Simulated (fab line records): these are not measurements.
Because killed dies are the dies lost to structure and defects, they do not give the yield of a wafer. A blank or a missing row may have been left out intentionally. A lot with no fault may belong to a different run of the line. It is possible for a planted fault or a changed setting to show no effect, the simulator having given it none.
Commonality check across tools :: flow gf180mcu :: 42 wafers sampled across 14 lots

## REASON FOR OPENING
At GF_SALICIDE_THK_MEAS_05 the reading SALICIDE_TIN_THK is flagged on 2 of 14 lots. Fault-free wafers read 19.98 nm, with a standard deviation of 0.22.
Rule: flag the lot when none of its wafers has a number, or when each of its wafers that has one lies beyond 4 standard deviations from that mean. The rest of the lots are taken to be sound.

lot: L316
measured: day 14 21:17
on: film-metro-01
SALICIDE_TIN_THK (nm), wafer by wafer: 20.06 19.89 19.98
flag: 

lot: L317
measured: day 15 04:52
on: film-metro-01
SALICIDE_TIN_THK (nm), wafer by wafer: 19.94 20.04 20.02
flag: 

lot: L319
measured: day 15 21:03
on: film-metro-03
SALICIDE_TIN_THK (nm), wafer by wafer: 19.73 19.85 19.42
flag: 

lot: L320
measured: day 16 15:50
on: film-metro-03
SALICIDE_TIN_THK (nm), wafer by wafer: 19.96 19.63 19.60
flag: 

lot: L321
measured: day 16 16:04
on: film-metro-01
SALICIDE_TIN_THK (nm), wafer by wafer: 20.40 20.48 20.37
flag: 

lot: L322
measured: day 17 03:58
on: film-metro-03
SALICIDE_TIN_THK (nm), wafer by wafer: 19.88 20.07 20.18
flag: 

lot: L323
measured: day 17 15:52
on: film-metro-01
SALICIDE_TIN_THK (nm), wafer by wafer: 19.97 19.79 19.99
flag: 

lot: L324
measured: day 18 13:37
on: film-metro-01
SALICIDE_TIN_THK (nm), wafer by wafer: 19.98 20.01 20.06
flag: 

lot: L326
measured: day 19 02:23
on: film-metro-02
SALICIDE_TIN_THK (nm), wafer by wafer: 19.96 20.06 19.90
flag: 

lot: L328
measured: day 19 20:56
on: film-metro-02
SALICIDE_TIN_THK (nm), wafer by wafer: 19.84 19.90 19.83
flag: 

lot: L329
measured: day 20 05:19
on: film-metro-02
SALICIDE_TIN_THK (nm), wafer by wafer: 18.63 18.47 18.47
flag: FLAGGED

lot: L331
measured: day 20 12:01
on: film-metro-01
SALICIDE_TIN_THK (nm), wafer by wafer: 18.45 18.15 18.41
flag: FLAGGED

lot: L337
measured: day 22 14:04
on: film-metro-03
SALICIDE_TIN_THK (nm), wafer by wafer: 19.89 19.83 20.06
flag: 

lot: L339
measured: day 23 06:06
on: film-metro-03
SALICIDE_TIN_THK (nm), wafer by wafer: 20.17 20.14 20.19
flag: 
The mean of the flagged lots' numbers is 18.43 nm, -1.55 nm from the usual (-7 standard deviations).

## WHICH TOOL RAN EACH LOT
The record keeps 1 process step preceding the reading, out of 602 steps on the route. Cell contents, in order: the tool; ch with the chambers the sampled wafers went through; the start.
lot: L316
flag: 
GF_SALICIDE_SPUTTER_03: pvd-sputter-04, day 14 21:09

lot: L317
flag: 
GF_SALICIDE_SPUTTER_03: pvd-sputter-01, day 15 04:42

lot: L319
flag: 
GF_SALICIDE_SPUTTER_03: pvd-sputter-03, day 15 20:53

lot: L320
flag: 
GF_SALICIDE_SPUTTER_03: pvd-sputter-03, day 16 15:42

lot: L321
flag: 
GF_SALICIDE_SPUTTER_03: pvd-sputter-04, day 16 15:54

lot: L322
flag: 
GF_SALICIDE_SPUTTER_03: pvd-sputter-03, day 17 03:48

lot: L323
flag: 
GF_SALICIDE_SPUTTER_03: pvd-sputter-04, day 17 15:43

lot: L324
flag: 
GF_SALICIDE_SPUTTER_03: pvd-sputter-03, day 18 13:28

lot: L326
flag: 
GF_SALICIDE_SPUTTER_03: pvd-sputter-04, day 19 02:13

lot: L328
flag: 
GF_SALICIDE_SPUTTER_03: pvd-sputter-04, day 19 20:47

lot: L329
flag: FLAGGED
GF_SALICIDE_SPUTTER_03: pvd-sputter-03, day 20 05:08

lot: L331
flag: FLAGGED
GF_SALICIDE_SPUTTER_03: pvd-sputter-03, day 20 11:51

lot: L337
flag: 
GF_SALICIDE_SPUTTER_03: pvd-sputter-04, day 22 13:53

lot: L339
flag: 
GF_SALICIDE_SPUTTER_03: pvd-sputter-04, day 23 05:56
What is done by these steps:
- GF_SALICIDE_SPUTTER_03: material TiN, target thk 20 nm, time 16.7 s.
- GF_SALICIDE_THK_MEAS_05: measures by xrf.

## FLAGGED AGAINST TOTAL, ONE TOOL AT A TIME (gauges that did the reading follow at the end)
step: GF_SALICIDE_SPUTTER_03
tool: pvd-sputter-01
lots run: 1
flagged: 0
share of the flagged lots: none
sound lots run after its first flagged lot: -

step: GF_SALICIDE_SPUTTER_03
tool: pvd-sputter-03
lots run: 6
flagged: 2
share of the flagged lots: all
sound lots run after its first flagged lot: 0

step: GF_SALICIDE_SPUTTER_03
tool: pvd-sputter-04
lots run: 7
flagged: 0
share of the flagged lots: none
sound lots run after its first flagged lot: -

step: GF_SALICIDE_THK_MEAS_05
tool: film-metro-01
lots run: 6
flagged: 1
share of the flagged lots: some
sound lots run after its first flagged lot: 0

step: GF_SALICIDE_THK_MEAS_05
tool: film-metro-02
lots run: 3
flagged: 1
share of the flagged lots: some
sound lots run after its first flagged lot: 0

step: GF_SALICIDE_THK_MEAS_05
tool: film-metro-03
lots run: 5
flagged: 0
share of the flagged lots: none
sound lots run after its first flagged lot: -

## WHAT THE TABLE PERMITS
1 row of the table ran every flagged lot: pvd-sputter-03 at GF_SALICIDE_SPUTTER_03.
- pvd-sputter-03 at GF_SALICIDE_SPUTTER_03 ran 6 lots, 2 of them flagged. It ran its last sound lot, L324, at day 18 13:28 and its first flagged lot, L329, at day 20 05:08: a fault with its onset between the two fits. Its own readings lie more than 4 standard deviations out on every wafer of the flagged lots: cathode-dc-power-W.
Just one tool remains: pvd-sputter-03 at GF_SALICIDE_SPUTTER_03.

## WHAT THE SIMULATOR HAD PUT IN
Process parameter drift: pvd-sputter-03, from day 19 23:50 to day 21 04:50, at GF_SALICIDE_SPUTTER_03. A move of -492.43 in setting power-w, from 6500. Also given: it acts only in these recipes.
Shown lots that were struck: L329, L331. The rule above found the same.
